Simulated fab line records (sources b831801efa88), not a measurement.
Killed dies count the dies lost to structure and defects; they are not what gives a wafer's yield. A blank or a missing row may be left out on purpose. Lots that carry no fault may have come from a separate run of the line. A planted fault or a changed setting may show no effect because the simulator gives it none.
A lot that was struck, set against a sound lot || flow sky130 || 43 out of 708 route steps
Sound: the wafers L810.1, L810.2, L810.3. Struck: wafers L813.1, L813.2, L813.6. The cause comes at the end.
Each step with rows lists, per side, the tool, then ch with its chambers, then its first start. Under that, the readings that differ: sound wafers || struck wafers || difference of the means || sigmas: that difference in standard deviations of wafers without a fault.
alike: same words and numbers on both sides, and readings whose means sit less than 2 such deviations apart. not compared: any withheld reading, any reading some wafer has no value for, any bound like >300 that may hide the same value, and any number with overlapping values for which the record gives no deviation.
Wherever a step has rows on one side only, a row that says differs or no value, or a row with sigmas, the two part there. Non-overlapping numbers with no deviation appear without sigmas and do not part them. A reading missing from all wafers of one side parts the sides only when that side holds two or more wafers.

first, 4 steps without rows for these wafers: SKY_VIA2_CLEAN_18 (cleans in IPA, time 180 s); SKY_VIA2_CLEAN_19 (cleans in O3/DIW); SKY_VIA2_SPUTTER_20 (material TiN, target thk 20 nm, time 80 s); SKY_VIA2_CVD_21 (deposits W, target thk 420 nm, time 126.4 s).
SKY_VIA2_RS_MEAS_22: a four-point-probe measurement.
  sound: film-metro-03 at day 39 03:02; struck: film-metro-01 at day 41 01:37
  alike: VIA2_W_RS
SKY_VIA2_THK_MEAS_23: measures by xrf.
  sound: film-metro-03 at day 39 03:09; struck: film-metro-01 at day 41 01:44
  alike: VIA2_W_THK
SKY_VIA2_CMP_24: polishes, stops on SiO2, t overpolish 20 s, target thk 0 nm.
  sound on cmp-01 ch 0,1,3, day 39 03:13; struck on cmp-02 ch 0,2,3, day 41 01:51
  alike: head-pressure-psi, motor-current-A, overpolish-run-s, time-to-endpoint-s
then, 1 step without rows for these wafers: SKY_METAL3_SPUTTER_00 (material Ti, target thk 15 nm, time 10 s).
SKY_METAL3_SPUTTER_01: material TiN, target thk 20 nm, time 16.7 s.
  sound: pvd-sputter-02 at day 39 03:32; struck: pvd-sputter-01 at day 41 02:07
  alike: chamber-pressure-pa, throttle-valve-pct
then, 2 steps without rows for these wafers: SKY_METAL3_SPUTTER_02 (material AlCu, target thk 735 nm, time 39.1 s); SKY_METAL3_SPUTTER_03 (material Ti, target thk 5 nm, time 3.3 s).
SKY_METAL3_SPUTTER_04: material TiN, target thk 70 nm, time 58.3 s.
  sound: pvd-sputter-02 at day 39 03:37; struck: pvd-sputter-01 at day 41 02:13
  alike: chamber-pressure-pa, throttle-valve-pct
SKY_CAPM_CVD_00: deposits SiO2, target thk 15.5 nm.
  sound on pecvd-03 ch 0,1,2, day 39 03:40; struck on pecvd-03 ch 0,1,2, day 41 02:16
{"reading": "rf-fwd-power-W (W)", "sound": "438.8 445.2 437.8", "struck": "517.9 510.1 512.7", "difference": "+73.0", "sigmas": "+30"}
{"reading": "model.SiO2_of_CAPM_CVD_00.thk-nm (nm)", "sound": "15.28 15.4 15.32", "struck": "15.9 16.24 16.24", "difference": "+0.8", "sigmas": ""}
  alike: heater-power-w
SKY_CAPM_THK_MEAS_01:
  sound: film-metro-01 at day 39 03:41; struck: film-metro-04 at day 41 02:17
{"reading": "CAPM_CVD_00_THK (nm)", "sound": "15.31 15.40 15.35", "struck": "15.90 16.20 16.30", "difference": "+0.78", "sigmas": "+3"}
  not compared: hold
SKY_CAPM_RS_MEAS_03: a four-point-probe measurement.
  sound: film-metro-03 at day 39 03:52; struck: film-metro-03 at day 41 02:27
  alike: CAPM_TIN_RS
SKY_CAPM_THK_MEAS_04: measures by xrf.
  sound: film-metro-03 at day 39 03:59; struck: film-metro-03 at day 41 02:34
  alike: CAPM_TIN_THK
then, 7 steps without rows for these wafers: SKY_CAPM_DEHYDRATE_05 (time 60 s); SKY_CAPM_HMDS_06 (prime time 60 s); SKY_CAPM_COAT_07 (resist thk 1140 nm); SKY_CAPM_SOFTBAKE_08 (time 60 s); SKY_CAPM_EXPOSE_09 (exposes mask CAPM, target cd 1000 nm); SKY_CAPM_PEB_10; SKY_CAPM_DEVELOP_11 (develop time 60 s).
SKY_CAPM_OVL_MEAS_12:
  sound: overlay-02 at day 40 05:03; struck: overlay-02 at day 42 01:06
  alike: CAPM_OVL
then, 1 step without rows for these wafers: SKY_CAPM_METAL_ETCH_13 (etches TiN in Cl2/BCl3, stops on SiO2, target depth 220 nm, time 62.9 s).
SKY_CAPM_STRIP_14: strips in O2/N2.
  sound on plasma-asher-03 ch 0,1, day 40 05:10; struck on plasma-asher-04 ch 0,1, day 42 01:13
  alike: drypump-motor-current-A, oes-product-au, strip-time-to-endpoint-s
  not compared: rf-hours-counter-h
then, 11 steps without rows for these wafers: SKY_CAPM_STRIP_15 (strips in post etch residue remover, time 1200 s); SKY_CAPM_CLEAN_16 (cleans in IPA, time 180 s); SKY_CAPM_CLEAN_17 (cleans in O3/DIW); SKY_METAL3_DEHYDRATE_05 (time 60 s); SKY_METAL3_HMDS_06 (prime time 60 s); SKY_METAL3_COAT_07 (resist thk 60 nm); SKY_METAL3_COAT_08 (resist thk 1140 nm); SKY_METAL3_SOFTBAKE_09 (time 90 s); SKY_METAL3_EXPOSE_10 (exposes mask MM3, target cd 300 nm); SKY_METAL3_PEB_11; SKY_METAL3_DEVELOP_12 (develop time 60 s).
SKY_METAL3_CD_MEAS_13 targets a cd of 300 nm.
  sound: cd-sem-02 at day 41 05:45; struck: cd-sem-01 at day 43 00:50
  alike: cd-nm
SKY_METAL3_OVL_MEAS_14:
  sound: overlay-02 at day 41 05:52; struck: overlay-01 at day 43 00:57
  alike: METAL3_OVL
SKY_METAL3_DESCUM_15: chemistry O2, time 8 s.
  sound on rie-metal-01 ch 0,1, day 41 05:54; struck on rie-metal-04 ch 0,1, day 43 00:59
  alike: drypump-motor-current-A, oes-product-au
  not compared: rf-hours-counter-h
then, 1 step without rows for these wafers: SKY_METAL3_ETCH_16 (etches BARC in N2/H2, stops on SiO2, time 88.2 s, target depth 60 nm).
SKY_METAL3_ETCH_17: etches SiO2 in C4F8/O2/Ar, stops on TiN, time 3.9 s, target depth 15 nm.
  sound on rie-diel-02 ch 0,1,3, day 41 06:02; struck on rie-diel-02 ch 0,2,3, day 43 01:07
{"reading": "oes-product-au (a.u.)", "sound": "0.748 0.754 0.749", "struck": "0.766 0.781 0.770", "difference": "+0.022", "sigmas": "+3"}
  not compared: rf-hours-counter-h
-- the record jumps here: 6 days lie between the struck wafers' starts before and after (it left off in module METAL3 and takes up again in module PAD_OPEN, whose first step shown is number 708 of the route) --
SKY_PAD_OPEN_PROBE_99:
  sound: prober-01 at day 48 01:02; struck: prober-02 at day 49 11:55
{"reading": "killed-at-front-end", "sound": "19 17 22", "struck": "9 10 10", "difference": -10, "sigmas": -2}
{"reading": "model.etest.cap-mim.bv-v (V)", "sound": "13.3 13.52 13.56", "struck": "14.09 14.21 14.72", "difference": "+0.88", "sigmas": ""}
{"reading": "model.etest.cap-mim.c-ff-um2", "sound": "2.392 2.342 2.365", "struck": "2.272 2.233 2.241", "difference": -0.118, "sigmas": ""}
  alike: defect-limited-yield, killed_at_M0_to_M3, killed_at_M4_up, killed-at-contacts, killed-at-other, killed-dies, killed-open, killed-short, sort_bin_3_pad_short, sort_bin_5_function, sort_bin_6_memory, sort-n-pass, sort-yield-pct

== WHERE THEY PART ==
At SKY_CAPM_CVD_00 first; at SKY_PAD_OPEN_PROBE_99 last (within this record only).

WHY: what the simulator had put in
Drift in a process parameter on pecvd-03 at SKY_CAPM_CVD_00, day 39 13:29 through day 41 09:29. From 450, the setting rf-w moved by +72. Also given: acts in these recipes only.
